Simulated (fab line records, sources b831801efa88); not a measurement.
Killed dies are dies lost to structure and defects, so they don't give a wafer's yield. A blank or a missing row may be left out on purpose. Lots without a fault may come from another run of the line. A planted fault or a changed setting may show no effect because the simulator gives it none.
Chamber matching | flow sky130 | SKY_METAL3_ETCH_17 on rie_diel-02: 4 sister chambers
The step etches SiO2 in C4F8/O2/Ar, stops on TiN, time 3.9 s, target depth 15 nm. 8 wafers are shown with their chamber, then 9 later ones without.

WAFERS WITH THEIR CHAMBER
wafer  | chamber | oes_product_au (a.u.)
L087.1 | 2       | 0.744
L087.4 | 0       | 0.748
L088.4 | 1       | 0.748
L088.5 | 0       | 0.752
L088.6 | 3       | 0.747
L089.1 | 2       | 0.744
L089.2 | 3       | 0.740
L089.3 | 1       | 0.744

WAFERS WITHOUT THEIR CHAMBER
wafer  | oes_product_au (a.u.)
L089.4 | 0.759
L089.5 | 0.746
L089.6 | 0.754
L091.2 | 0.735
L091.5 | 0.739
L091.6 | 0.750
L096.2 | 0.753
L096.4 | 0.760
L096.6 | 0.749

WHICH CHAMBER EACH WENT THROUGH
wafer  | from the rows above               | in truth
L089.4 | can't be placed: 0 or 1 or 2      | 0
L089.5 | can't be placed: 1 or 2 or 3 or 0 | 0
L089.6 | can't be placed: 0 or 1 or 2      | 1
L091.2 | can't be placed: 3 or 2 or 1      | 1
L091.5 | can't be placed: 3 or 2 or 1      | 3
L091.6 | can't be placed: 0 or 1 or 2      | 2
L096.2 | can't be placed: 0 or 1 or 2      | 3
L096.4 | can't be placed: 0 or 1 or 2      | 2
L096.6 | can't be placed: 0 or 1 or 2 or 3 | 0
Placed correctly: 0 of 9. Can't be placed from these rows: 9 (the true chamber is among the candidates in 8). Placed wrongly: 0.
How it was worked out, from the rows above alone: a wafer's distance from a chamber is the root of the sum, over the readings, of the square of ((its reading less the chamber's mean) divided by the reading's scatter). The wafer belongs to the nearest chamber; if the next one is less than 2 further off, it can't be placed. A chamber's mean is the mean of its shown wafers. The scatter: the root of (the sum of the squares of (reading less its chamber's mean) over the shown wafers, divided by (wafers less chambers)).
